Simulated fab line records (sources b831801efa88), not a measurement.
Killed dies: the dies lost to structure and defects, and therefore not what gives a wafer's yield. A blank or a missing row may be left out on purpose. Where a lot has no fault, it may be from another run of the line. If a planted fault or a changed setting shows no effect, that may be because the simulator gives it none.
Which tool was responsible? :: flow sky130 :: 42 wafers sampled from 14 lots at 1 step of a route of 708

== WHAT THE GAUGES SHOWED, per wafer ==
SKY_LOCAL_INTERCONNECT_RS_MEAS_01: uses a four-point probe to measure. Usual: for LOCAL_INTERCONNECT_TIN_RS the level is 14.05 ohm/sq and the standard deviation is 0.13.
lot: L226
measured: day 29 10:14
on: film metro-03
LOCAL_INTERCONNECT_TIN_RS (ohm/sq): 14.08 13.95 14.00
flag: 

lot: L227
measured: day 29 15:17
on: film metro-03
LOCAL_INTERCONNECT_TIN_RS (ohm/sq): 14.09 14.04 14.09
flag: 

lot: L228
measured: day 30 03:20
on: film metro-01
LOCAL_INTERCONNECT_TIN_RS (ohm/sq): 14.06 13.87 14.10
flag: 

lot: L230
measured: day 30 11:13
on: film metro-04
LOCAL_INTERCONNECT_TIN_RS (ohm/sq): 14.07 14.09 13.99
flag: 

lot: L231
measured: day 31 08:11
on: film metro-04
LOCAL_INTERCONNECT_TIN_RS (ohm/sq): 14.05 14.05 14.00
flag: 

lot: L232
measured: day 31 12:08
on: film metro-03
LOCAL_INTERCONNECT_TIN_RS (ohm/sq): 14.13 13.97 14.04
flag: 

lot: L233
measured: day 31 22:45
on: film metro-03
LOCAL_INTERCONNECT_TIN_RS (ohm/sq): 14.03 13.84 13.83
flag: 

lot: L234
measured: day 32 03:31
on: film metro-03
LOCAL_INTERCONNECT_TIN_RS (ohm/sq): 13.84 13.91 13.98
flag: 

lot: L235
measured: day 32 11:14
on: film metro-03
LOCAL_INTERCONNECT_TIN_RS (ohm/sq): 14.08 14.00 14.09
flag: 

lot: L238
measured: day 33 07:26
on: film metro-03
LOCAL_INTERCONNECT_TIN_RS (ohm/sq): 14.24 14.12 14.20
flag: 

lot: L243
measured: day 35 09:08
on: film metro-03
LOCAL_INTERCONNECT_TIN_RS (ohm/sq): 14.27 14.20 14.15
flag: 

lot: L245
measured: day 35 10:44
on: film metro-04
LOCAL_INTERCONNECT_TIN_RS (ohm/sq): 14.14 14.25 13.95
flag: 

lot: L246
measured: day 35 16:40
on: film metro-01
LOCAL_INTERCONNECT_TIN_RS (ohm/sq): 14.11 14.13 14.25
flag: 

lot: L247
measured: day 36 02:03
on: film metro-03
LOCAL_INTERCONNECT_TIN_RS (ohm/sq): 14.34 14.07 14.11
flag: 

== EACH LOT AND THE TOOL THAT RAN IT (in order: tool; ch and the chambers of the sampled wafers; start) ==
No process step before these readings appears in the record.

== AS READ BY THE TOOLS THEMSELVES (means over the sampled wafers that have a number; for cases with no such wafer, the mark the record gives instead) ==
The record holds no such reading with a usual standard deviation.

== THE ANSWER, worked out from the rows above alone ==
Rule: a lot is off if the mean of its wafers that have a number lies more than 3 standard deviations from the usual mean. A lot without any number at a reading at which 4 lots or more have one is off too. Any other lot the step has rows for is counted as sound. Order of review: gauges by route order, followed by the tools' own readings, for which a lot's mean as printed above is used. At the first step where some lot is off, the reading lying furthest off is the one used; lots without a number count as furthest.
None of the lots is off at any reading shown; this tells nothing.

== WHAT THE SIMULATOR HAD INSERTED ==
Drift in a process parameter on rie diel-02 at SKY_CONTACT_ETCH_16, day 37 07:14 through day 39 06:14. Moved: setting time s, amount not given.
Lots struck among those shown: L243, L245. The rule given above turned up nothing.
